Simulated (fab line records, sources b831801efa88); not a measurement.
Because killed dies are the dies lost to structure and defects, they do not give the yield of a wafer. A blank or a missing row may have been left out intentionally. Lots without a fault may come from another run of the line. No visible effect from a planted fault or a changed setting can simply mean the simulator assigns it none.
fab line records	flow sky130
record: lots: 6	wafers: 18	lastDay: 50
route steps=708 shown NWELL@82 PWDE@84 VT_ADJUST_HVTP@85 PAD_OPEN@708
lots with no fault: from the same line, run without faults
startH: the number of hours between the record's first day and the start of the first shown wafer of the lot	waitH: hours since the lot's step before	" the same as in the row above	L1.1+2: a row that stands for several wafers	- value missing, or start not given	* or withheld: withheld	< > ~ a bound
route shown NAME@n: a module of which the file shows steps, and the number in the route of the first	usual: the fault-free wafers' mean and standard deviation	same: alike in all rows	chamber/n: place in a boat	sites: readings site by site	_std_site: how widely they spread, as a standard deviation	_edge_site: inner sites' mean taken away from outer sites' mean	radiusMm: how far each site lies from the wafer's centre	mask NAME#n: copy n	behind: the tool/chamber that last shaped the wafer	hold: what put the lot on hold/how long, in hours/how the hold closed	device: the transistor (n, p or np) that didn't switch	end of line: at the end of the route, the tests of the same wafers	a step given without rows: its recipe and nothing more	killed: dies lost to structure and defects at the first sort, not the wafer's yield	map: a wafer's dies, x killed, . not, _ none there
set.NAME: setting as actually run; set.NAME@STEP: the setting as run at that earlier step	model.NAME: the simulator's own value behind a step, which no gauge read
certain route steps with their lots: each step a table, each wafer a row
services: when a tool's chamber went out of use (startH, in hours from the record's first day, below 0 if earlier), for how many hours, and the reason
== steps ==
step: SKY_NWELL_RS_MEAS_29
recipe: thkMeasGauge: four-point-probe
usual: NWELL_RS: 624.6/1.7
lot.wafer	tool	chamber	startH	waitH	NWELL_RS[ohm/sq]
L400.4	filmMetro-02	-	119.52	0.1	626.5
L400.5	"	-	"	"	624.2
L400.6	"	-	"	"	626.0
L402.3	filmMetro-01	-	126.80	0.1	624.7
L402.4	"	-	"	"	623.2
L402.5	"	-	"	"	624.7
L408.1	filmMetro-02	-	179.96	0.1	623.4
L408.3	"	-	"	"	623.3
L408.4	"	-	"	"	622.7
L409.1	filmMetro-01	-	180.87	0.1	624.3
L409.3	"	-	"	"	625.7
L409.5	"	-	"	"	625.2
L419.3	filmMetro-04	-	232.25	0.1	627.3
L419.4	"	-	"	"	627.5
L419.6	"	-	"	"	625.7
L420.2	filmMetro-01	-	241.83	0.1	627.8
L420.5	"	-	"	"	625.2
L420.6	"	-	"	"	627.1
step: SKY_NWELL_RS_MEAS_31
recipe: thkMeasGauge: four-point-probe
usual: PWDE_RS: 5272/19
lot.wafer	tool	chamber	startH	waitH	PWDE_RS[ohm/sq]
L400.4	filmMetro-02	-	119.76	0.1	5308
L400.5	"	-	"	"	5311
L400.6	"	-	"	"	5306
L402.3	filmMetro-01	-	127.04	0.1	5262
L402.4	"	-	"	"	5250
L402.5	"	-	"	"	5251
L408.1	filmMetro-02	-	180.20	0.1	5264
L408.3	"	-	"	"	5279
L408.4	"	-	"	"	5283
L409.1	filmMetro-01	-	181.11	0.1	5286
L409.3	"	-	"	"	5302
L409.5	"	-	"	"	5268
L419.3	filmMetro-04	-	232.49	0.1	5282
L419.4	"	-	"	"	5253
L419.6	"	-	"	"	5254
L420.2	filmMetro-01	-	242.07	0.1	5270
L420.5	"	-	"	"	5288
L420.6	"	-	"	"	5280
step: SKY_VT_ADJUST_HVTP_DEHYDRATE_00
recipe: tempC: 200	timeS: 60
step: SKY_VT_ADJUST_HVTP_HMDS_01
recipe: primeTimeS: 60	primeTempC: 120
step: SKY_VT_ADJUST_HVTP_COAT_02
recipe: resist: NOVOLAK	spinRpm: 3000	resistThkNm: 1140
step: SKY_VT_ADJUST_HVTP_SOFTBAKE_03
recipe: tempC: 90	timeS: 60	resist: NOVOLAK
step: SKY_VT_ADJUST_HVTP_EXPOSE_04
recipe: maskId: HVTPM	na: 0.6	sourceShape: conventional	sigmaOuter: 0.6	polarization: unpolarized	targetCdNm: 380	doseMj: 140
step: SKY_VT_ADJUST_HVTP_PEB_05
recipe: tempC: withheld	timeS: *	resist: NOVOLAK
step: SKY_VT_ADJUST_HVTP_DEVELOP_06
recipe: resist: NOVOLAK	developer: TMAH	developTimeS: 60	devTempC: 23
step: SKY_VT_ADJUST_HVTP_CD_MEAS_07
recipe: targetCdNm: 380
usual: cdNm: 379.7/2.5
lot.wafer	tool	chamber	startH	waitH	cdNm
L400.4	cdSem-01	-	136.87	0.1	381.1
L400.5	"	-	"	"	381.2
L400.6	"	-	"	"	381.0
L402.3	cdSem-01	-	144.65	0.1	379.9
L402.4	"	-	"	"	378.0
L402.5	"	-	"	"	378.3
L408.1	cdSem-01	-	201.06	0.1	374.4
L408.3	"	-	"	"	377.4
L408.4	"	-	"	"	376.6
L409.1	cdSem-02	-	201.69	0.1	378.7
L409.3	"	-	"	"	381.5
L409.5	"	-	"	"	380.4
L419.3	cdSem-02	-	255.84	0.1	383.2
L419.4	"	-	"	"	383.9
L419.6	"	-	"	"	381.5
L420.2	cdSem-02	-	264.77	0.1	381.3
L420.5	"	-	"	"	383.1
L420.6	"	-	"	"	383.9
step: SKY_VT_ADJUST_HVTP_OVL_MEAS_08
usual: VT_ADJUST_HVTP_OVL: 0.0/1.4
lot.wafer	tool	chamber	startH	waitH	VT_ADJUST_HVTP_OVL[nm]
L400.4	overlay-02	-	136.95	0.1	-1.2
L400.5	"	-	"	"	1.8
L400.6	"	-	"	"	0.9
L402.3	overlay-02	-	144.74	0.1	-1.8
L402.4	"	-	"	"	-0.5
L402.5	"	-	"	"	-1.3
L408.1	overlay-02	-	201.18	0.1	2.5
L408.3	"	-	"	"	2.0
L408.4	"	-	"	"	1.3
L409.1	overlay-01	-	201.81	0.1	1.1
L409.3	"	-	"	"	1.7
L409.5	"	-	"	"	1.4
L419.3	overlay-02	-	255.93	0.1	-1.3
L419.4	"	-	"	"	-1.8
L419.6	"	-	"	"	-0.6
L420.2	overlay-01	-	264.87	0.1	0.9
L420.5	"	-	"	"	1.8
L420.6	"	-	"	"	-0.1
step: SKY_VT_ADJUST_HVTP_IMPLANT_09
recipe: species: As	energyKev: 150	doseCm2: 4.3e+12	tiltDeg: withheld
usual: beamEnergyKeV: 150.00/0.048
lot.wafer	tool	chamber	startH	waitH	beamEnergyKeV	model.implant.rpNm	model.implant.drpNm
L400.4	implanter-04	0	137.04	0.1	150.03	81.79	33.4
L400.5	"	0	"	"	150.07	81.79	33.4
L400.6	"	0	"	"	149.97	81.79	33.4
L402.3	implanter-01	0	144.82	0.1	149.98	83.31	33.4
L402.4	"	0	"	"	149.96	83.31	33.4
L402.5	"	0	"	"	150.08	83.31	33.4
L408.1	implanter-04	0	201.28	0.1	162.90	86.61	35.75
L408.3	"	0	"	"	162.86	86.61	35.75
L408.4	"	0	"	"	162.85	86.61	35.75
L409.1	implanter-04	0	201.84	0.0	162.89	92.24	35.75
L409.3	"	0	"	"	162.87	92.24	35.75
L409.5	"	0	"	"	162.86	92.24	35.75
L419.3	implanter-02	0	256.00	0.1	149.96	83.85	33.4
L419.4	"	0	"	"	149.99	83.85	33.4
L419.6	"	0	"	"	150.03	83.85	33.4
L420.2	implanter-01	0	264.93	0.0	149.99	84.02	33.4
L420.5	"	0	"	"	150.01	84.02	33.4
L420.6	"	0	"	"	149.99	84.02	33.4
step: SKY_VT_ADJUST_HVTP_STRIP_10
recipe: chemistry: O2/N2	powerW: 1400	pressureMtorr: 1500	platenTempC: withheld	o2FlowSccm: 3000	n2FlowSccm: 300	overashFraction: 0.5
usual: drypumpMotorCurrentA: 5.4/0.39	n2FlowSccm: 300.1/1	oesProductAu: 0.716/0.0041	stripTimeToEndpointS: 14.18/0.043
lot.wafer	tool	chamber	startH	waitH	drypumpMotorCurrentA	n2FlowSccm	oesProductAu	rfHoursCounterH	stripTimeToEndpointS
L400.4	plasmaAsher-02	1	137.15	0.1	5.4	299.1	0.717	-	14.21
L400.5	"	1	"	"	5.4	301.3	0.711	-	14.21
L400.6	"	0	"	"	5.7	299.7	0.715	-	14.14
L402.3	plasmaAsher-02	0	144.96	0.1	5.7	300.9	0.716	-	14.18
L402.4	"	1	"	"	5.4	301.8	0.719	-	14.18
L402.5	"	1	"	"	5.4	301.7	0.720	-	14.24
L408.1	plasmaAsher-03	0	201.43	0.1	5.0	300.2	0.715	38	14.18
L408.3	"	1	"	"	5.4	301.4	0.716	-	14.18
L408.4	"	0	"	"	5.0	300.3	0.716	-	14.18
L409.1	plasmaAsher-04	1	201.99	0.1	5.0	300.7	0.714	53	14.10
L409.3	"	0	"	"	6.3	300.3	0.713	-	14.14
L409.5	"	0	"	"	6.3	298.6	0.720	-	14.14
L419.3	plasmaAsher-03	1	256.14	0.1	5.4	301.7	0.721	-	14.16
L419.4	"	0	"	"	5.0	301.9	0.710	-	14.13
L419.6	"	0	"	"	5.0	299.5	0.712	-	14.17
L420.2	plasmaAsher-03	0	265.05	0.1	5.0	299.9	0.721	45	14.16
L420.5	"	0	"	"	5.0	299.7	0.722	-	14.19
L420.6	"	1	"	"	5.3	299.3	0.712	-	14.18
step: SKY_VT_ADJUST_HVTP_TW_MEAS_11
usual: VT_ADJUST_HVTP_TW: 1357/7.8
lot.wafer	tool	chamber	startH	waitH	hold	VT_ADJUST_HVTP_TW
L400.4	filmMetro-04	-	137.25	0.1	-	1352
L400.5	"	-	"	"	-	1352
L400.6	"	-	"	"	-	1354
L402.3	filmMetro-04	-	145.04	0.1	-	1345
L402.4	"	-	"	"	-	1338
L402.5	"	-	"	"	-	1347
L408.1	filmMetro-01	-	201.53	0.1	awaitDispo/0.2h/release	1399
L408.3	"	-	"	"	awaitDispo/0.2h/release	1393
L408.4	"	-	"	"	awaitDispo/0.2h/release	1385
L408.1	filmMetro-01	-	201.76	0.2	-	1392
L408.3	"	-	"	"	-	1391
L408.4	"	-	"	"	-	1397
L409.1	filmMetro-04	-	202.09	0.1	awaitDispo/0.2h/release	1388
L409.3	"	-	"	"	awaitDispo/0.2h/release	1399
L409.5	"	-	"	"	awaitDispo/0.2h/release	1388
L409.1	filmMetro-04	-	202.32	0.2	-	1397
L409.3	"	-	"	"	-	1391
L409.5	"	-	"	"	-	1390
L419.3	filmMetro-01	-	256.22	0.1	-	1360
L419.4	"	-	"	"	-	1368
L419.6	"	-	"	"	-	1363
L420.2	filmMetro-04	-	265.16	0.1	-	1345
L420.5	"	-	"	"	-	1341
L420.6	"	-	"	"	-	1345
step: SKY_PAD_OPEN_PROBE_99
usual: killed_at_M0_to_M3: 44/6.4	killed_at_M4_up: 3.6/2.1	killedAtContacts: 23/5.1	killedAtFrontEnd: 15/4.3	killedAtOther: 0.3/0.56	killedDies: 86/9	killedOnRim: 17/3.3	killedOpen: 47/6.4	killedShort: 39/5.8
same: grossDies: 492	killedAtBackSide: 0
lot.wafer	tool	chamber	startH	waitH	killed_at_M0_to_M3	killed_at_M4_up	killedAtContacts	killedAtFrontEnd	killedAtOther	killedDies	killedOnRim	killedOpen	killedShort	model.etest.tipP.rsOhmSq	model.etest.pfet_01v8.rOnOhmUm	model.etest.pfet_01v8.driveUaUm	model.etest.pfet_01v8_mvt.driveUaUm	model.etest.pfet_01v8_hvt.driveUaUm	model.etest.sramPfetLatch.driveUaUm	model.etest.pfet_01v8_mvt.offLog10AUm	model.etest.pfet_01v8.offLog10AUm
L400.4	prober-01	-	1084.80	0.2	43	2	18	15	0	78	15	44	34	7033	2876	192.1	150.3	143.2	145.2	-11.17	-9.859
L400.5	prober-01	-	1084.85	0.2	38	5	17	11	1	72	15	38	34	7001	2911	192.2	149.1	142.7	142.6	-10.96	-9.88
L400.6	prober-01	-	1084.90	0.2	49	5	26	5	0	85	16	47	38	6978	2865	192.2	151.6	144.2	145.5	-11.12	-9.952
L402.3	prober-01	-	1093.54	0.2	49	2	20	15	0	86	12	43	43	6892	2923	188.4	148.9	140.1	139.2	-10.84	-9.856
L402.4	prober-01	-	1093.59	0.2	43	3	18	18	0	82	12	48	34	6949	2919	190.7	149.1	140.2	135.9	-10.7	-9.646
L402.5	prober-01	-	1093.64	0.2	44	2	29	18	0	93	15	58	35	6869	2925	188.8	150	139.8	139.4	-10.67	-9.755
L408.1	prober-02	-	1137.23	0.1	46	6	25	6	0	83	14	42	41	6835	2821	199.5	156.3	147.7	146.5	-9.98	-9.273
L408.3	prober-02	-	1137.33	0.2	54	1	23	11	0	89	15	50	39	6820	2839	198.2	155.3	148.6	150.5	-10.25	-9.206
L408.4	prober-02	-	1137.38	0.2	43	5	24	12	0	84	19	46	38	6760	2916	190.2	151.8	142	143	-10.32	-9.882
L409.1	prober-01	-	1138.57	0.1	53	3	19	22	0	97	24	52	45	6565	2730	207.8	165.3	154.8	159.4	-9.349	-8.924
L409.3	prober-01	-	1138.67	0.2	50	6	20	17	0	93	19	50	43	6629	2732	206	164.6	156.1	159.5	-9.491	-8.82
L409.5	prober-01	-	1138.77	0.2	50	4	20	9	0	83	19	48	35	6594	2742	206.3	164.3	157.9	160.3	-9.558	-8.964
L419.3	prober-02	-	1187.25	0.2	49	3	22	17	0	91	22	45	46	6926	2920	191.5	151.4	143	143.9	-10.64	-9.533
L419.4	prober-02	-	1187.30	0.2	41	6	27	15	0	89	20	39	50	6895	2944	190.5	150.5	141.3	139.1	-10.77	-9.827
L419.6	prober-02	-	1187.40	0.2	51	3	26	17	0	97	21	59	37	7040	2935	189.3	148.6	140.4	141.2	-10.98	-9.873
L420.2	prober-01	-	1194.57	0.1	45	7	23	15	0	90	22	44	46	6774	2868	197.3	152.4	145.6	136.8	-10.18	-9.079
L420.5	prober-01	-	1194.72	0.2	52	4	18	13	0	87	18	53	34	6814	2849	197.8	153.4	147.8	149.6	-10.33	-9.091
L420.6	prober-01	-	1194.77	0.2	40	7	28	8	1	84	15	50	34	6787	2890	194.6	153	144.9	138.2	-10.26	-9.408
killed by level:class
L400.4 CONTACT:geometricParticle:open=10 VIA1:geometricParticle:open=9 METAL1:geometricParticle:short=7 VIA3:geometricParticle:open=7 FIELD_ISO:geometricParticle:short=5 LI_CONTACT:geometricParticle:open=4 METAL1:geometricParticle:open=4 VIA2:geometricParticle:open=4
L400.5 VIA3:geometricParticle:open=8 VIA1:geometricParticle:open=7 LOCAL_INTERCONNECT:geometricParticle:short=6 VIA2:geometricParticle:open=6 LI_CONTACT:geometricParticle:open=5 FIELD_ISO:geometricParticle:short=4 VIA2:geometricParticle:short=4 CONTACT:geometricParticle:open=3
L400.6 LI_CONTACT:geometricParticle:open=10 VIA1:geometricParticle:open=9 METAL1:geometricParticle:short=8 CONTACT:geometricParticle:open=7 VIA2:geometricParticle:open=6 VIA3:geometricParticle:open=6 CONTACT:geometricParticle:short=5 VIA3:geometricParticle:short=4
L402.3 VIA3:geometricParticle:open=11 VIA1:geometricParticle:open=7 FIELD_ISO:geometricParticle:short=6 CONTACT:geometricParticle:open=6 METAL2:geometricParticle:short=6 LI_CONTACT:geometricParticle:open=5 VIA1:geometricParticle:short=5 VIA2:geometricParticle:open=5
L402.4 VIA1:geometricParticle:open=11 LI_CONTACT:geometricParticle:open=8 CONTACT:geometricParticle:open=7 VIA2:geometricParticle:open=7 FIELD_ISO:geometricParticle:short=6 METAL1:geometricParticle:short=4 VIA1:geometricParticle:short=4 METAL2:geometricParticle:short=4
L402.5 CONTACT:geometricParticle:open=13 VIA2:geometricParticle:open=10 VIA1:geometricParticle:open=9 POLY_GATE:geometricParticle:open=7 METAL1:geometricParticle:short=7 VIA3:geometricParticle:open=7 LOCAL_INTERCONNECT:geometricParticle:short=6 POLY_GATE:geometricParticle:short=4
L408.1 VIA1:geometricParticle:short=9 VIA1:geometricParticle:open=7 LI_CONTACT:geometricParticle:open=6 CONTACT:geometricParticle:open=6 CONTACT:geometricParticle:short=6 VIA3:geometricParticle:short=6 VIA2:geometricParticle:open=6 VIA3:geometricParticle:open=6
L408.3 VIA1:geometricParticle:open=14 CONTACT:geometricParticle:open=9 VIA3:geometricParticle:open=9 CONTACT:geometricParticle:short=7 VIA2:geometricParticle:open=7 METAL1:geometricParticle:short=6 VIA1:geometricParticle:short=5 FIELD_ISO:geometricParticle:short=4
L408.4 VIA1:geometricParticle:open=12 CONTACT:geometricParticle:open=11 LOCAL_INTERCONNECT:geometricParticle:short=6 METAL4:geometricParticle:short=5 VIA1:geometricParticle:short=5 METAL2:geometricParticle:short=5 VIA3:geometricParticle:open=4 VIA2:geometricParticle:short=4
L409.1 VIA1:geometricParticle:open=15 METAL1:geometricParticle:short=8 POLY_GATE:geometricParticle:open=6 CONTACT:geometricParticle:open=6 VIA3:geometricParticle:open=6 POLY_GATE:geometricParticle:short=5 METAL2:geometricParticle:short=5 VIA2:geometricParticle:open=5
L409.3 CONTACT:geometricParticle:open=11 VIA1:geometricParticle:open=8 METAL1:geometricParticle:short=8 VIA3:geometricParticle:open=8 METAL2:geometricParticle:short=7 VIA2:geometricParticle:open=6 FIELD_ISO:geometricParticle:open=4 FIELD_ISO:geometricParticle:short=4
L409.5 VIA1:geometricParticle:open=12 CONTACT:geometricParticle:open=11 VIA1:geometricParticle:short=6 VIA3:geometricParticle:open=6 POLY_GATE:geometricParticle:short=5 METAL1:geometricParticle:short=5 METAL2:geometricParticle:short=5 VIA2:geometricParticle:open=5
L419.3 VIA3:geometricParticle:open=11 CONTACT:geometricParticle:open=8 VIA1:geometricParticle:open=7 CONTACT:geometricParticle:short=7 POLY_GATE:geometricParticle:open=6 VIA3:geometricParticle:short=6 METAL1:geometricParticle:short=5 VIA2:geometricParticle:open=5
L419.4 VIA1:geometricParticle:open=8 CONTACT:geometricParticle:open=8 FIELD_ISO:geometricParticle:short=7 LI_CONTACT:geometricParticle:open=7 VIA3:geometricParticle:short=7 METAL1:geometricParticle:short=6 VIA3:geometricParticle:open=6 METAL4:geometricParticle:short=6
L419.6 CONTACT:geometricParticle:open=13 VIA1:geometricParticle:open=11 METAL1:geometricParticle:short=9 VIA3:geometricParticle:open=9 FIELD_ISO:geometricParticle:open=6 METAL2:geometricParticle:short=6 VIA2:geometricParticle:open=6 POLY_GATE:geometricParticle:open=4
L420.2 LI_CONTACT:geometricParticle:open=9 FIELD_ISO:geometricParticle:open=7 METAL1:geometricParticle:short=7 VIA1:geometricParticle:short=7 METAL2:geometricParticle:short=6 VIA3:geometricParticle:open=6 VIA1:geometricParticle:open=5 VIA2:geometricParticle:open=5
L420.5 VIA1:geometricParticle:open=18 VIA2:geometricParticle:open=9 CONTACT:geometricParticle:open=8 FIELD_ISO:geometricParticle:open=6 VIA3:geometricParticle:short=6 VIA3:geometricParticle:open=5 CONTACT:geometricParticle:short=4 METAL1:geometricParticle:short=4
L420.6 VIA1:geometricParticle:open=10 CONTACT:geometricParticle:open=9 VIA2:geometricParticle:open=9 METAL1:geometricParticle:short=8 CONTACT:geometricParticle:short=7 LI_CONTACT:geometricParticle:open=6 VIA3:geometricParticle:open=6 METAL4:geometricParticle:short=4
== services ==
tool	chamber	startH	hours	kind
implanter-02	-	155.03	6.3	pm
implanter-02	-	168.25	2.6	repair
implanter-01	-	206.75	9.3	repair
plasmaAsher-02	-	229.67	0.4	repair
implanter-04	-	243.87	3.4	pm
== key ==
firstSign: step: SKY_VT_ADJUST_HVTP_IMPLANT_09	reading: beamEnergyKeV	direction: up	sigmas: 99+	usual: *	struck: *
effect: step: SKY_VT_ADJUST_HVTP_TW_MEAS_11	reading: visit	direction: added
modelEffect: step: SKY_VT_ADJUST_HVTP_IMPLANT_09	value: implant.rpNm	without: 82.74	struck: 89.43
modelEffect: step: SKY_PAD_OPEN_PROBE_99	value: etest.tipP.rsOhmSq	without: 6971	struck: 6700
metAt SKY_VT_ADJUST_HVTP_IMPLANT_09
struckWafers L408.1,L408.3,L408.4,L409.1,L409.3,L409.5
testerLeftOut L408,L409
onsetBetween 137.04 201.28
fault: kind: processParameterDrift	tool: implanter-04	chamber: -	onsetH: 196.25	steps: SKY_VT_ADJUST_HVTP_IMPLANT_09	channel: energyKev	offset: *	shape: step	endH: 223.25	actsIn: *	stated: *
testerLeftOut: of these lots the tester's yield and bins aren't shown, on N5 and GAA mostly nor the transistor test; their killed dies are dies lost to structure and defects alone, not to doping, threshold or leakage, so they don't give the yield
